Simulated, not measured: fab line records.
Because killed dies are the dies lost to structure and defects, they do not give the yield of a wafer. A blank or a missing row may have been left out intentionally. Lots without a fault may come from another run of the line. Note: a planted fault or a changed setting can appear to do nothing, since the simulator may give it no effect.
Which tool did it? / flow gf180mcu / 36 wafers from 12 lots sampled at 3 of the route's 602 steps

WHAT THE GAUGES READ, wafer by wafer
GF_M5_OVL_MEAS_08. Usual: M5_OVL 0 nm, standard deviation 4.6.
lot=L436; measured=day 26 10:24; on=overlay-01; M5_OVL (nm)=-1 1 -4; flag=
lot=L439; measured=day 27 07:09; on=overlay-02; M5_OVL (nm)=-2 0 3; flag=
lot=L441; measured=day 27 20:04; on=overlay-02; M5_OVL (nm)=-4 -7 -2; flag=
lot=L442; measured=day 28 02:37; on=overlay-01; M5_OVL (nm)=-3 -3 -3; flag=
lot=L443; measured=day 28 13:13; on=overlay-02; M5_OVL (nm)=6 2 4; flag=
lot=L444; measured=day 29 00:04; on=overlay-02; M5_OVL (nm)=-3 4 1; flag=
lot=L446; measured=day 29 08:21; on=overlay-02; M5_OVL (nm)=10 7 0; flag=
lot=L452; measured=day 31 04:51; on=overlay-01; M5_OVL (nm)=1 1 -1; flag=
lot=L456; measured=day 32 03:01; on=overlay-02; M5_OVL (nm)=1 1 8; flag=
lot=L457; measured=day 32 09:27; on=overlay-02; M5_OVL (nm)=5 7 6; flag=
lot=L458; measured=day 32 11:25; on=overlay-02; M5_OVL (nm)=-7 -1 -2; flag=
lot=L459; measured=day 32 18:22; on=overlay-01; M5_OVL (nm)=8 8 7; flag=

EACH LOT AND THE TOOL THAT RAN IT (in order: tool; ch and the chambers of the sampled wafers; start)
lot=L436; GF_V3_SPUTTER_22=pvd_sputter-01, day 22 14:48; GF_MIM_SPUTTER_07=pvd_sputter-04, day 24 15:07
lot=L439; GF_V3_SPUTTER_22=pvd_sputter-02, day 23 13:13; GF_MIM_SPUTTER_07=pvd_sputter-04, day 25 13:07
lot=L441; GF_V3_SPUTTER_22=pvd_sputter-01, day 24 02:53; GF_MIM_SPUTTER_07=pvd_sputter-04, day 26 02:12
lot=L442; GF_V3_SPUTTER_22=pvd_sputter-02, day 24 09:41; GF_MIM_SPUTTER_07=pvd_sputter-01, day 26 09:04
lot=L443; GF_V3_SPUTTER_22=pvd_sputter-01, day 24 23:02; GF_MIM_SPUTTER_07=pvd_sputter-01, day 26 21:05
lot=L444; GF_V3_SPUTTER_22=pvd_sputter-01, day 25 08:52; GF_MIM_SPUTTER_07=pvd_sputter-01, day 27 07:29
lot=L446; GF_V3_SPUTTER_22=pvd_sputter-02, day 25 19:22; GF_MIM_SPUTTER_07=pvd_sputter-03, day 27 16:25
lot=L452; GF_V3_SPUTTER_22=pvd_sputter-04, day 27 20:09; GF_MIM_SPUTTER_07=pvd_sputter-01, day 29 15:57
lot=L456; GF_V3_SPUTTER_22=pvd_sputter-02, day 28 21:16; GF_MIM_SPUTTER_07=pvd_sputter-03, day 30 15:58
lot=L457; GF_V3_SPUTTER_22=pvd_sputter-02, day 29 05:40; GF_MIM_SPUTTER_07=pvd_sputter-04, day 30 22:43
lot=L458; GF_V3_SPUTTER_22=pvd_sputter-02, day 29 08:01; GF_MIM_SPUTTER_07=pvd_sputter-03, day 31 00:58
lot=L459; GF_V3_SPUTTER_22=pvd_sputter-02, day 29 16:32; GF_MIM_SPUTTER_07=pvd_sputter-04, day 31 08:31
- GF_V3_SPUTTER_22: material TiN, target thk 10 nm, time 40 s.
- GF_MIM_SPUTTER_07: material TiN, target thk 60 nm, time 50 s.

WHAT THE TOOLS THEMSELVES READ (means of the sampled wafers that have a number; where no wafer has one, the mark that the record gives instead)
GF_V3_SPUTTER_22. Usual: cathode_dc_power_W 4000.1 W, standard deviation 0.67; throttle_valve_pct 30.2 %, standard deviation 0.85.
lot=L436; tool=pvd_sputter-01; cathode_dc_power_W (W)=3999.8; throttle_valve_pct (%)=30.3; flag=
lot=L439; tool=pvd_sputter-02; cathode_dc_power_W (W)=4000.7; throttle_valve_pct (%)=30.5; flag=
lot=L441; tool=pvd_sputter-01; cathode_dc_power_W (W)=3999.9; throttle_valve_pct (%)=30.2; flag=
lot=L442; tool=pvd_sputter-02; cathode_dc_power_W (W)=4000.1; throttle_valve_pct (%)=30.6; flag=
lot=L443; tool=pvd_sputter-01; cathode_dc_power_W (W)=4000.4; throttle_valve_pct (%)=30.5; flag=
lot=L444; tool=pvd_sputter-01; cathode_dc_power_W (W)=4000.1; throttle_valve_pct (%)=30.3; flag=
lot=L446; tool=pvd_sputter-02; cathode_dc_power_W (W)=3999.3; throttle_valve_pct (%)=30.0; flag=
lot=L452; tool=pvd_sputter-04; cathode_dc_power_W (W)=3998.9; throttle_valve_pct (%)=29.7; flag=
lot=L456; tool=pvd_sputter-02; cathode_dc_power_W (W)=4000.1; throttle_valve_pct (%)=30.4; flag=
lot=L457; tool=pvd_sputter-02; cathode_dc_power_W (W)=4000.2; throttle_valve_pct (%)=30.1; flag=
lot=L458; tool=pvd_sputter-02; cathode_dc_power_W (W)=4000.6; throttle_valve_pct (%)=30.0; flag=
lot=L459; tool=pvd_sputter-02; cathode_dc_power_W (W)=3999.8; throttle_valve_pct (%)=30.3; flag=

GF_MIM_SPUTTER_07. Usual: cathode_dc_power_W 6500.1 W, standard deviation 1.1; throttle_valve_pct 30.1 %, standard deviation 1.
lot=L436; tool=pvd_sputter-04; cathode_dc_power_W (W)=6500.1; throttle_valve_pct (%)=29.8; flag=
lot=L439; tool=pvd_sputter-04; cathode_dc_power_W (W)=6499.7; throttle_valve_pct (%)=30.9; flag=
lot=L441; tool=pvd_sputter-04; cathode_dc_power_W (W)=6499.9; throttle_valve_pct (%)=31.0; flag=
lot=L442; tool=pvd_sputter-01; cathode_dc_power_W (W)=6498.7; throttle_valve_pct (%)=30.3; flag=
lot=L443; tool=pvd_sputter-01; cathode_dc_power_W (W)=6500.2; throttle_valve_pct (%)=30.5; flag=
lot=L444; tool=pvd_sputter-01; cathode_dc_power_W (W)=6500.5; throttle_valve_pct (%)=30.2; flag=
lot=L446; tool=pvd_sputter-03; cathode_dc_power_W (W)=6499.2; throttle_valve_pct (%)=29.9; flag=
lot=L452; tool=pvd_sputter-01; cathode_dc_power_W (W)=6500.6; throttle_valve_pct (%)=30.6; flag=
lot=L456; tool=pvd_sputter-03; cathode_dc_power_W (W)=6499.8; throttle_valve_pct (%)=30.0; flag=
lot=L457; tool=pvd_sputter-04; cathode_dc_power_W (W)=6499.7; throttle_valve_pct (%)=28.4; flag=
lot=L458; tool=pvd_sputter-03; cathode_dc_power_W (W)=6499.8; throttle_valve_pct (%)=30.5; flag=
lot=L459; tool=pvd_sputter-04; cathode_dc_power_W (W)=6501.0; throttle_valve_pct (%)=30.8; flag=

THE ANSWER, worked out from the rows above alone
Rule: lot off if the mean of its wafers having a number is beyond 3 standard deviations from the usual mean. Also off: a lot with no number at a reading for which 4 or more lots have one. All remaining lots with rows at the step are treated as sound. Order of review: gauges by route order, followed by the tools' own readings, for which a lot's mean as printed above is used. At the first step where some lot is off, the reading lying furthest off is the one used; lots without a number count as furthest.
Nothing can be told from this: no lot is off at any reading shown.

WHAT THE SIMULATOR HAD INSERTED
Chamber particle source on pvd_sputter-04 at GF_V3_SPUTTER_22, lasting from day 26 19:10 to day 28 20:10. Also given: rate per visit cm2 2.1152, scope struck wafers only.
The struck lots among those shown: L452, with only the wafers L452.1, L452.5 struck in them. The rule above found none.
